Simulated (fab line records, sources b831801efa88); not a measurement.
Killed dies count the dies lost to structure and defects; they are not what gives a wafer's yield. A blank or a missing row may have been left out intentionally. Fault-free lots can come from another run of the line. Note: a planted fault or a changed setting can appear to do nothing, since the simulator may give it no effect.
Chamber matching    flow gf180mcu    GF_V5_ETCH_16 on rie diel-03: 4 sister chambers
The step etches BARC in N2/H2. 24 wafers are shown with their chamber, then 12 later ones without.

EACH WAFER AND ITS CHAMBER
wafer   chamber  drypump motor current A (A)  oes product au (a.u.)  throttle valve pct (%)
L074.2  3        5.8                          0.856                  13.348
L074.3  1        5.8                          0.861                  13.346
L074.6  1        5.8                          0.864                  13.345
L075.1  2        6.5                          0.857                  13.355
L075.5  2        6.5                          0.855                  13.343
L075.6  1        5.8                          0.866                  13.343
L077.1  3        5.8                          0.852                  13.353
L077.3  1        5.8                          0.854                  13.344
L077.5  1        5.8                          0.851                  13.357
L079.1  3        5.8                          0.853                  13.360
L079.2  0        6.6                          0.850                  13.346
L079.3  2        6.5                          0.848                  13.334
L082.2  0        6.7                          0.859                  13.351
L082.5  3        5.8                          0.862                  13.358
L082.6  2        6.4                          0.845                  13.357
L083.1  1        5.7                          0.851                  13.352
L083.3  3        5.8                          0.850                  13.351
L083.6  0        6.7                          0.850                  13.361
L086.1  2        6.4                          0.857                  13.348
L086.3  3        5.7                          0.851                  13.337
L086.6  3        5.8                          0.850                  13.355
L089.3  1        5.8                          0.855                  13.341
L089.4  3        5.8                          0.857                  13.331
L089.6  2        6.4                          0.863                  13.347

SIGNATURES, as means of the wafers listed above
reading                  chamber 0  chamber 1  chamber 2  chamber 3  scatter within a chamber
drypump motor current A  6.667      5.786      6.450      5.787      0.0442
oes product au           0.85300    0.85743    0.85417    0.85387    0.00558
throttle valve pct       13.35267   13.34686   13.34733   13.34913   0.00832
Rule: distance of a wafer from a chamber = root of the sum over the readings of ((wafer's reading minus chamber's mean) / reading's scatter) squared. The wafer belongs to the nearest chamber; if the next one is less than 2 further off, it can't be placed. The scatter is the square root of a quotient: the sum, over the shown wafers, of each reading's squared deviation from its chamber's mean, divided by wafers minus chambers.

WAFERS WITH NO CHAMBER GIVEN
wafer   drypump motor current A (A)  oes product au (a.u.)  throttle valve pct (%)
L091.1  6.6                          0.854                  13.348
L091.4  5.8                          0.852                  13.351
L091.6  5.7                          0.851                  13.339
L094.2  5.8                          0.856                  13.345
L094.3  6.6                          0.851                  13.356
L094.6  6.4                          0.861                  13.349
L095.2  5.8                          0.857                  13.349
L095.3  5.8                          0.852                  13.365
L095.4  6.5                          0.854                  13.345
L097.1  6.5                          0.856                  13.355
L097.3  5.8                          0.848                  13.353
L097.4  6.7                          0.850                  13.335

WHICH CHAMBER EACH WENT THROUGH
wafer   from the rows above      in truth
L091.1  can't be placed: 0 or 2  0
L091.4  can't be placed: 3 or 1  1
L091.6  can't be placed: 3 or 1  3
L094.2  can't be placed: 1 or 3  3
L094.3  can't be placed: 0 or 2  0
L094.6  2                        2
L095.2  can't be placed: 1 or 3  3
L095.3  can't be placed: 3 or 1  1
L095.4  2                        2
L097.1  2                        2
L097.3  can't be placed: 3 or 1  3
L097.4  0                        0
4 of 12 placed correctly. Cannot be placed on the basis of these rows: 8; the candidates contain the true chamber in 8. 0 placed wrongly.
